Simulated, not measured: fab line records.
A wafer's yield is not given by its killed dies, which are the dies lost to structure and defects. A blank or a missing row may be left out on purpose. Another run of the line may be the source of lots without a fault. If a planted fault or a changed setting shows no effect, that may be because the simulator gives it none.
A lot that was struck, set against a sound lot ; flow sfq_line ; 13 steps out of a route of 325
Sound: these wafers, L806.2, L806.3, L806.5. Wafers struck: L808.1, L808.2, L808.3. The cause comes at the end.
For every step that has rows: the tool of each side, followed by ch and its chambers, followed by its first start. Under that, the readings that differ: sound wafers ; struck wafers ; difference of the means ; sigmas: that difference in standard deviations of wafers without a fault.
alike: readings with means less than 2 such deviations apart, plus words and numbers identical on both sides. not compared: withheld readings, readings lacking a value on some wafer, bounds such as >300 that could conceal the same value, and numbers that have no deviation in the record and whose values overlap.
A row with sigmas, a row that says differs or no value, or rows on one side alone: a step with any of these is where the two part. Numbers that have no deviation but don't overlap get no sigmas and don't part them. A reading missing from all wafers of one side parts the sides only when that side holds two or more wafers.

SFQ_I0_OVL_MEAS_908:
  sound: overlay-01 at day 23 08:17; struck: overlay-02 at day 23 20:17
  alike: I0_OVL
SFQ_TRILAYER_I0_VIA_BARC_OPEN_VIA_ETCH_046: etches BARC in O2, target depth 125 nm, time 41.7 s.
  sound on rie_diel-01 ch 1,2,3, day 23 08:19; struck on rie_diel-01 ch 0,1,2, day 23 20:19
  alike: drypump_motor_current_A, oes_product_au
  not compared: rf_hours_counter_h
SFQ_TRILAYER_I0_VIA_ETCH_VIA_ETCH_034: etches SiO2 in CHF3, stops on Nb, target depth 260 nm.
  sound on rie_diel-01 ch 1,2,3, day 23 08:22; struck on rie_diel-01 ch 0,1,2, day 23 20:22
  alike: drypump_motor_current_A, oes_product_au
SFQ_TRILAYER_I0_VIA_STRIP_STRIP_035: strips in O2.
  sound on rie_metal-04 ch 0,1, day 23 08:28; struck on rie_metal-02 ch 0,1, day 23 20:28
reading;sound;struck;difference;sigmas
drypump_motor_current_A (A);5.32 5.16 5.31;5.76 5.98 5.79;+0.58;+2
  alike: oes_product_au
  not compared: rf_hours_counter_h
then, 2 steps without rows for these wafers: SFQ_TRILAYER_I0_VIA_STRIP_SOLV_CLEAN_036 (cleans in NMP, time 600 s); SFQ_TRILAYER_M1_DEP_PRE_CLEAN_038 (time 22.5 s).
SFQ_TRILAYER_M1_DEP_SPUTTER_037: material Nb, target thk 200 nm, time 133.3 s.
  sound: pvd_sputter-04 at day 23 09:17; struck: pvd_sputter-04 at day 23 21:16
  alike: cathode_dc_power_W, substrate_temp_c, throttle_valve_pct
SFQ_M1_RS_MEAS_909: measurement is done with a four-point probe.
  sound: film_metro-04 at day 23 09:24; struck: film_metro-01 at day 23 21:22
  alike: M1_NB_RS
then, 3 steps without rows for these wafers: SFQ_TRILAYER_M1_LITHO_COAT_044 (resist thk 62 nm); SFQ_TRILAYER_M1_LITHO_COAT_039 (resist thk 600 nm); SFQ_TRILAYER_M1_LITHO_SOFTBAKE_043.
-- the record jumps here: 6 days lie between the struck wafers' starts before and after --
SFQ_TRILAYER_M1_LITHO_EXPOSE_040: exposes mask M1, target cd 500 nm.
  struck on krf_scanner-01, day 30 08:50; sound on krf_scanner-01 ch 0, day 29 23:26
  no value came back on the struck wafers for exposure_dose_mJ_cm2, focus_offset_nm (nm), na; on the sound wafers exposure_dose_mJ_cm2 reads 14.375 14.374 14.423
  alike: mask
then, 1 step without rows for these wafers: SFQ_TRILAYER_M1_LITHO_PEB_042 (peb time 60 s).

## WHERE THEY PART
Last at SFQ_TRILAYER_M1_LITHO_EXPOSE_040 as far as this record goes, first at SFQ_TRILAYER_I0_VIA_STRIP_STRIP_035.

WHY: whatever the simulator had introduced
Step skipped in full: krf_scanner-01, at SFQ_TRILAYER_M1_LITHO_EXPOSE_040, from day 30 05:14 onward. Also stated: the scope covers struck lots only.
